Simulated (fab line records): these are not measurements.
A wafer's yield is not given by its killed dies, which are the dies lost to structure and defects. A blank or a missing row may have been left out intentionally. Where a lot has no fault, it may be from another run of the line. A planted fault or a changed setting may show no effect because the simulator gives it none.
The tool behind it: which one? ; flow sfq line ; 14 lots with 42 wafers sampled at 3 steps, on a route of 325 steps

## WHAT THE GAUGES READ, wafer by wafer
SFQ_M7_OVL_MEAS_945.
lot;measured;on;M7_OVL (nm)
L387;day 67 10:28;overlay-02;4 6 1
L388;day 67 11:40;overlay-02;1 -1 -4
L389;day 67 12:53;overlay-02;2 7 8
L391;day 67 15:16;overlay-02;-2 -6 -3
L393;day 67 18:28;overlay-01;-14 -8 -7
L394;day 70 06:54;overlay-02;5 3 2
L395;day 70 09:13;overlay-01;2 3 4
L396;day 70 13:57;overlay-01;- - -
L397;day 72 04:11;overlay-02;- - -
L398;day 72 05:44;overlay-01;2 6 6
L404;day 75 04:30;overlay-01;1 -3 1
L405;day 75 21:14;overlay-02;-3 -9 -5
L407;day 80 09:57;overlay-01;-1 -5 -5
L408;day 80 12:21;overlay-01;2 0 5

## WHICH TOOL RAN EACH LOT (tool, then ch and the chambers of the sampled wafers, then the start)
lot;SFQ_TRILAYER_JJ_CE_STRIP_STRIP_120;SFQ_TRILAYER_C5_LITHO_DEVELOP_153
L387;rie metal-02 ch 1, day 49 23:08;litho track-02 ch 0, day 61 00:50
L388;rie metal-03 ch 0,1, day 50 00:32;litho track-03 ch 0, day 61 06:53
L389;rie metal-03 ch 0,1, day 50 06:32;litho track-04 ch 0, day 61 09:19
L391;rie metal-02 ch 0,1, day 50 14:18;litho track-04 ch 0, day 61 14:05
L393;rie metal-03 ch 1, day 51 23:54;litho track-03 ch 0, day 64 04:49
L394;rie metal-02 ch 0,1, day 54 03:30;litho track-02 ch 0, day 69 16:04
L395;rie metal-01 ch 0,1, day 54 04:40;litho track-04 ch 0, day 69 18:29
L396;rie metal-03 ch 0,1, day 54 06:06;litho track-03, day 69 22:08
L397;rie metal-01 ch 0,1, day 62 21:14;litho track-04, day 71 12:29
L398;rie metal-02 ch 0,1, day 63 06:11;litho track-04 ch 0, day 71 14:59
L404;rie metal-02 ch 1, day 64 04:55;litho track-04 ch 0, day 74 12:35
L405;rie metal-02 ch 0, day 65 04:37;litho track-04 ch 0, day 74 20:02
L407;rie metal-02 ch 0,1, day 65 21:47;litho track-02 ch 0, day 75 20:58
L408;rie metal-02 ch 0,1, day 66 02:48;litho track-02 ch 0, day 75 23:22
- SFQ_TRILAYER_JJ_CE_STRIP_STRIP_120: strips in O2.
- SFQ_TRILAYER_C5_LITHO_DEVELOP_153: time 60 s.

## WHAT THE TOOLS THEMSELVES READ (means of the sampled wafers that have a number; where no wafer has one, the mark that the record gives instead)
SFQ_TRILAYER_JJ_CE_STRIP_STRIP_120.
lot;tool;drypump motor current A (A);oes product au (a.u.)
L387;rie metal-02;6.0;0.993
L388;rie metal-03;6.3;0.999
L389;rie metal-03;6.4;0.999
L391;rie metal-02;5.2;1.007
L393;rie metal-03;6.4;0.990
L394;rie metal-02;5.2;0.993
L395;rie metal-01;6.0;1.014
L396;rie metal-03;6.3;0.999
L397;rie metal-01;6.0;0.999
L398;rie metal-02;5.6;0.999
L404;rie metal-02;6.0;0.986
L405;rie metal-02;4.8;1.003
L407;rie metal-02;5.2;1.009
L408;rie metal-02;5.2;1.013

SFQ_TRILAYER_C5_LITHO_DEVELOP_153.
lot;tool;chill plate temp C (C);exhaust pa (Pa)
L387;litho track-02;22.97;44.5
L388;litho track-03;23.05;44.3
L389;litho track-04;23.04;44.9
L391;litho track-04;23.13;45.3
L393;litho track-03;22.88;43.8
L394;litho track-02;23.06;46.3
L395;litho track-04;22.74;44.1
L396;litho track-03;-;-
L397;litho track-04;-;-
L398;litho track-04;23.04;45.2
L404;litho track-04;23.09;45.0
L405;litho track-04;23.00;45.1
L407;litho track-02;22.96;44.6
L408;litho track-02;22.98;45.4

## THE ANSWER, worked out from the rows above alone
Rule: what is usual is taken from the lots themselves. Put in order of their means at a reading, lots are off if they are a third of the lots or fewer, leave a main group of 4 or more, and stand apart from it by a gap of 3 or more times the standard deviation of the main group's means; of several such gaps the widest counts. If all means in a main group match to the digits the tables above print for the reading, that group is not used. A lot without any number at a reading at which 4 lots or more have one is off too. Where the step has rows for the other lots, those lots are counted as sound. The gauges are gone through in route order, then the tools' own readings, and for those a lot's mean is taken as printed above. The first step at which some lot is off is used, and at that step the reading that is off furthest; a lot without a number counts as furthest.
Off: at SFQ_M7_OVL_MEAS_945 (M7_OVL), L396, L397. Without a number there: L396, L397. The main group has a mean of -0 nm with a standard deviation of 4.5.
A tool fits if, at a process step before that reading, it ran every lot that is off, and no sound lot after the first of them. Not tried: the gauges at SFQ_M7_OVL_MEAS_945; whatever is off there is also off at SFQ_TRILAYER_C5_LITHO_DEVELOP_153, on other tools, and gauge error can't account for it. No candidate that was tried fits.

## WHAT HAD BEEN PUT IN BY THE SIMULATOR
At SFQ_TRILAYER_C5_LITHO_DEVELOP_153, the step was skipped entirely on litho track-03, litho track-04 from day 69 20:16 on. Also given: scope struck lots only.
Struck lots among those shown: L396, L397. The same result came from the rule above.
